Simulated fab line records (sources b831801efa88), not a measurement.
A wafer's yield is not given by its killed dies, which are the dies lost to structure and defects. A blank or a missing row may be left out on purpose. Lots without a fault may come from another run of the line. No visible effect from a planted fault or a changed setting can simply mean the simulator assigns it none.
What tool caused it? || flow gf180mcu || 11 lots with 33 wafers sampled at 5 steps, on a route of 602 steps

== WHAT EACH GAUGE READ, for each wafer ==
GF_V2_THK_MEAS_01.
{"lot": "L786", "measured": "day 19 15:19", "on": "film metro-04", "V2_CVD_00_THK (nm)": "589 596 597"}
{"lot": "L787", "measured": "day 19 20:02", "on": "film metro-01", "V2_CVD_00_THK (nm)": "592 614 590"}
{"lot": "L790", "measured": "day 21 01:53", "on": "film metro-04", "V2_CVD_00_THK (nm)": "606 593 605"}
{"lot": "L791", "measured": "day 21 09:27", "on": "film metro-01", "V2_CVD_00_THK (nm)": "617 593 598"}
{"lot": "L792", "measured": "day 21 15:28", "on": "film metro-01", "V2_CVD_00_THK (nm)": "598 593 607"}
{"lot": "L796", "measured": "day 23 11:37", "on": "film metro-04", "V2_CVD_00_THK (nm)": "597 595 597"}
{"lot": "L797", "measured": "day 23 15:23", "on": "film metro-03", "V2_CVD_00_THK (nm)": "589 595 604"}
{"lot": "L799", "measured": "day 24 13:04", "on": "film metro-01", "V2_CVD_00_THK (nm)": "591 598 589"}
{"lot": "L806", "measured": "day 26 17:02", "on": "film metro-04", "V2_CVD_00_THK (nm)": "599 609 604"}
{"lot": "L807", "measured": "day 27 00:35", "on": "film metro-03", "V2_CVD_00_THK (nm)": "597 593 594"}
{"lot": "L808", "measured": "day 27 08:35", "on": "film metro-01", "V2_CVD_00_THK (nm)": "599 607 610"}

GF_PASSIVATION_THK_MEAS_03.
{"lot": "L786", "measured": "day 28 06:28", "on": "film metro-03", "PASSIVATION_CVD_02_THK (nm)": "709 717 721"}
{"lot": "L787", "measured": "day 28 12:20", "on": "film metro-03", "PASSIVATION_CVD_02_THK (nm)": "696 685 710"}
{"lot": "L790", "measured": "day 29 11:50", "on": "film metro-04", "PASSIVATION_CVD_02_THK (nm)": "705 698 714"}
{"lot": "L791", "measured": "day 29 21:55", "on": "film metro-01", "PASSIVATION_CVD_02_THK (nm)": "708 711 709"}
{"lot": "L792", "measured": "day 30 01:25", "on": "film metro-04", "PASSIVATION_CVD_02_THK (nm)": "707 698 709"}
{"lot": "L796", "measured": "day 31 11:47", "on": "film metro-04", "PASSIVATION_CVD_02_THK (nm)": "702 689 697"}
{"lot": "L797", "measured": "day 31 13:28", "on": "film metro-01", "PASSIVATION_CVD_02_THK (nm)": "594 590 595"}
{"lot": "L799", "measured": "day 32 08:04", "on": "film metro-01", "PASSIVATION_CVD_02_THK (nm)": "581 585 589"}
{"lot": "L806", "measured": "day 33 21:16", "on": "film metro-04", "PASSIVATION_CVD_02_THK (nm)": "700 702 708"}
{"lot": "L807", "measured": "day 34 01:41", "on": "film metro-04", "PASSIVATION_CVD_02_THK (nm)": "705 695 706"}
{"lot": "L808", "measured": "day 34 10:30", "on": "film metro-03", "PASSIVATION_CVD_02_THK (nm)": "691 684 702"}

== TOOL THAT RAN EACH LOT (tool first, then ch and the chambers of the sampled wafers, then the start) ==
{"lot": "L786", "GF_V2_CMP_26": "cmp-01 ch 0,2, day 20 17:38", "GF_M3_METAL_ETCH_16": "rie metal-04 ch 0,1, day 21 17:29", "GF_PASSIVATION_CVD_02": "pecvd-01 ch 1,2, day 28 06:10"}
{"lot": "L787", "GF_V2_CMP_26": "cmp-01 ch 0,2,3, day 20 21:08", "GF_M3_METAL_ETCH_16": "rie metal-02 ch 0,1, day 21 21:16", "GF_PASSIVATION_CVD_02": "pecvd-03 ch 0,1, day 28 12:02"}
{"lot": "L790", "GF_V2_CMP_26": "cmp-01 ch 0,2, day 22 03:21", "GF_M3_METAL_ETCH_16": "rie metal-01 ch 1, day 23 03:26", "GF_PASSIVATION_CVD_02": "pecvd-03 ch 0,2, day 29 11:32"}
{"lot": "L791", "GF_V2_CMP_26": "cmp-01 ch 0,1,3, day 22 11:46", "GF_M3_METAL_ETCH_16": "rie metal-04 ch 0,1, day 23 11:56", "GF_PASSIVATION_CVD_02": "pecvd-03 ch 0,1,2, day 29 21:44"}
{"lot": "L792", "GF_V2_CMP_26": "cmp-01 ch 2,3, day 22 16:31", "GF_M3_METAL_ETCH_16": "rie metal-04 ch 0,1, day 23 15:59", "GF_PASSIVATION_CVD_02": "pecvd-04 ch 0,2, day 30 01:05"}
{"lot": "L796", "GF_V2_CMP_26": "cmp-01 ch 1,2,3, day 24 11:44", "GF_M3_METAL_ETCH_16": "rie metal-02 ch 0,1, day 25 09:43", "GF_PASSIVATION_CVD_02": "pecvd-01 ch 0,1, day 31 11:29"}
{"lot": "L797", "GF_V2_CMP_26": "cmp-01 ch 0,1,2, day 24 15:34", "GF_M3_METAL_ETCH_16": "rie metal-01 ch 0,1, day 25 11:01", "GF_PASSIVATION_CVD_02": "pecvd-03 ch 0,1,2, day 31 13:10"}
{"lot": "L799", "GF_V2_CMP_26": "cmp-01 ch 0,1,3, day 25 11:55", "GF_M3_METAL_ETCH_16": "rie metal-01 ch 0,1, day 26 09:22", "GF_PASSIVATION_CVD_02": "pecvd-03 ch 1,2, day 32 07:47"}
{"lot": "L806", "GF_V2_CMP_26": "cmp-02 ch 1,2,3, day 27 15:20", "GF_M3_METAL_ETCH_16": "rie metal-01 ch 0,1, day 28 10:58", "GF_PASSIVATION_CVD_02": "pecvd-01 ch 0,1,2, day 33 20:59"}
{"lot": "L807", "GF_V2_CMP_26": "cmp-02 ch 0,1,3, day 27 21:16", "GF_M3_METAL_ETCH_16": "rie metal-01 ch 0,1, day 28 17:28", "GF_PASSIVATION_CVD_02": "pecvd-01 ch 0,2, day 34 01:23"}
{"lot": "L808", "GF_V2_CMP_26": "cmp-02 ch 0,1,3, day 28 05:17", "GF_M3_METAL_ETCH_16": "rie metal-02 ch 0,1, day 29 01:22", "GF_PASSIVATION_CVD_02": "pecvd-04 ch 0,1,2, day 34 10:13"}
- GF_V2_CMP_26: polishes, stops on SiO2, t overpolish 15 s, target thk 0 nm.
- GF_M3_METAL_ETCH_16: etches the open film in Cl2/BCl3, stops on SiO2, target depth 627.5 nm, time 104.6 s.
- GF_PASSIVATION_CVD_02: deposits Si3N4, target thk 700 nm, time 486.18 s.

== WHAT THE TOOLS THEMSELVES READ (means of the sampled wafers that have a number; where no wafer has one, the mark that the record gives instead) ==
GF_V2_CMP_26.
{"lot": "L786", "tool": "cmp-01", "motor current A (A)": 10.8, "overpolish run s (s)": 15.007, "time to endpoint s (s)": 86}
{"lot": "L787", "tool": "cmp-01", "motor current A (A)": 10.8, "overpolish run s (s)": 15.007, "time to endpoint s (s)": 86}
{"lot": "L790", "tool": "cmp-01", "motor current A (A)": 10.7, "overpolish run s (s)": 15.001, "time to endpoint s (s)": 85}
{"lot": "L791", "tool": "cmp-01", "motor current A (A)": 10.6, "overpolish run s (s)": 15.011, "time to endpoint s (s)": 90}
{"lot": "L792", "tool": "cmp-01", "motor current A (A)": 10.1, "overpolish run s (s)": 15.002, "time to endpoint s (s)": 83}
{"lot": "L796", "tool": "cmp-01", "motor current A (A)": 10.2, "overpolish run s (s)": 15.001, "time to endpoint s (s)": 86}
{"lot": "L797", "tool": "cmp-01", "motor current A (A)": 10.9, "overpolish run s (s)": 14.994, "time to endpoint s (s)": 84}
{"lot": "L799", "tool": "cmp-01", "motor current A (A)": 10.6, "overpolish run s (s)": 15.000, "time to endpoint s (s)": 81}
{"lot": "L806", "tool": "cmp-02", "motor current A (A)": 10.6, "overpolish run s (s)": 14.992, "time to endpoint s (s)": 87}
{"lot": "L807", "tool": "cmp-02", "motor current A (A)": 10.3, "overpolish run s (s)": 15.010, "time to endpoint s (s)": 85}
{"lot": "L808", "tool": "cmp-02", "motor current A (A)": 10.3, "overpolish run s (s)": 15.009, "time to endpoint s (s)": 85}

GF_M3_METAL_ETCH_16.
{"lot": "L786", "tool": "rie metal-04", "drypump motor current A (A)": 5.4, "oes product au (a.u.)": 0.976, "throttle valve pct (%)": 28.247}
{"lot": "L787", "tool": "rie metal-02", "drypump motor current A (A)": 5.5, "oes product au (a.u.)": 0.974, "throttle valve pct (%)": 28.247}
{"lot": "L790", "tool": "rie metal-01", "drypump motor current A (A)": 5.9, "oes product au (a.u.)": 0.976, "throttle valve pct (%)": 28.250}
{"lot": "L791", "tool": "rie metal-04", "drypump motor current A (A)": 5.8, "oes product au (a.u.)": 0.973, "throttle valve pct (%)": 28.243}
{"lot": "L792", "tool": "rie metal-04", "drypump motor current A (A)": 5.4, "oes product au (a.u.)": 0.967, "throttle valve pct (%)": 28.264}
{"lot": "L796", "tool": "rie metal-02", "drypump motor current A (A)": 5.2, "oes product au (a.u.)": 0.971, "throttle valve pct (%)": 28.246}
{"lot": "L797", "tool": "rie metal-01", "drypump motor current A (A)": 5.9, "oes product au (a.u.)": 0.973, "throttle valve pct (%)": 28.255}
{"lot": "L799", "tool": "rie metal-01", "drypump motor current A (A)": 5.8, "oes product au (a.u.)": 0.968, "throttle valve pct (%)": 28.247}
{"lot": "L806", "tool": "rie metal-01", "drypump motor current A (A)": 5.9, "oes product au (a.u.)": 0.972, "throttle valve pct (%)": 28.252}
{"lot": "L807", "tool": "rie metal-01", "drypump motor current A (A)": 5.9, "oes product au (a.u.)": 0.966, "throttle valve pct (%)": 28.253}
{"lot": "L808", "tool": "rie metal-02", "drypump motor current A (A)": 5.2, "oes product au (a.u.)": 0.976, "throttle valve pct (%)": 28.241}

GF_PASSIVATION_CVD_02.
{"lot": "L786", "tool": "pecvd-01", "heater power w (W)": 732, "rf fwd power W (W)": 449.2}
{"lot": "L787", "tool": "pecvd-03", "heater power w (W)": 626, "rf fwd power W (W)": 449.7}
{"lot": "L790", "tool": "pecvd-03", "heater power w (W)": 597, "rf fwd power W (W)": 450.1}
{"lot": "L791", "tool": "pecvd-03", "heater power w (W)": 630, "rf fwd power W (W)": 449.9}
{"lot": "L792", "tool": "pecvd-04", "heater power w (W)": 748, "rf fwd power W (W)": 448.6}
{"lot": "L796", "tool": "pecvd-01", "heater power w (W)": 750, "rf fwd power W (W)": 449.5}
{"lot": "L797", "tool": "pecvd-03", "heater power w (W)": 689, "rf fwd power W (W)": 270.1}
{"lot": "L799", "tool": "pecvd-03", "heater power w (W)": 660, "rf fwd power W (W)": 269.4}
{"lot": "L806", "tool": "pecvd-01", "heater power w (W)": 683, "rf fwd power W (W)": 450.5}
{"lot": "L807", "tool": "pecvd-01", "heater power w (W)": 707, "rf fwd power W (W)": 449.5}
{"lot": "L808", "tool": "pecvd-04", "heater power w (W)": 692, "rf fwd power W (W)": 450.5}

== THE ANSWER, worked out from the rows above alone ==
Rule: the lots themselves supply what counts as usual. Put in order of their means at a reading, lots are off if they are a third of the lots or fewer, leave a main group of 4 or more, and stand apart from it by a gap of 3 or more times the standard deviation of the main group's means; of several such gaps the widest counts. If all means in a main group match to the digits the tables above print for the reading, that group is not used. Also off: a lot with no number at a reading for which 4 or more lots have one. All remaining lots with rows at the step are treated as sound. First the gauges in route order, then the tools' own readings, where a lot's mean is used as printed above. The first step at which some lot is off is used, and at that step the reading that is off furthest; a lot without a number counts as furthest.
Off: L797, L799, at GF_PASSIVATION_THK_MEAS_03 (PASSIVATION_CVD_02_THK). The main group has a mean of 703 nm with a standard deviation of 6.8.
A tool fits if, at a process step before that reading, it ran every lot that is off, and no sound lot after the first of them. Not tried: the gauges at GF_PASSIVATION_THK_MEAS_03; whatever is off there is also off at GF_PASSIVATION_CVD_02, on other tools, and gauge error can't account for it. This does not decide it: 2 tools fit, namely cmp-01 at GF_V2_CMP_26 and pecvd-03 at GF_PASSIVATION_CVD_02.

== WHAT THE SIMULATOR PUT IN ==
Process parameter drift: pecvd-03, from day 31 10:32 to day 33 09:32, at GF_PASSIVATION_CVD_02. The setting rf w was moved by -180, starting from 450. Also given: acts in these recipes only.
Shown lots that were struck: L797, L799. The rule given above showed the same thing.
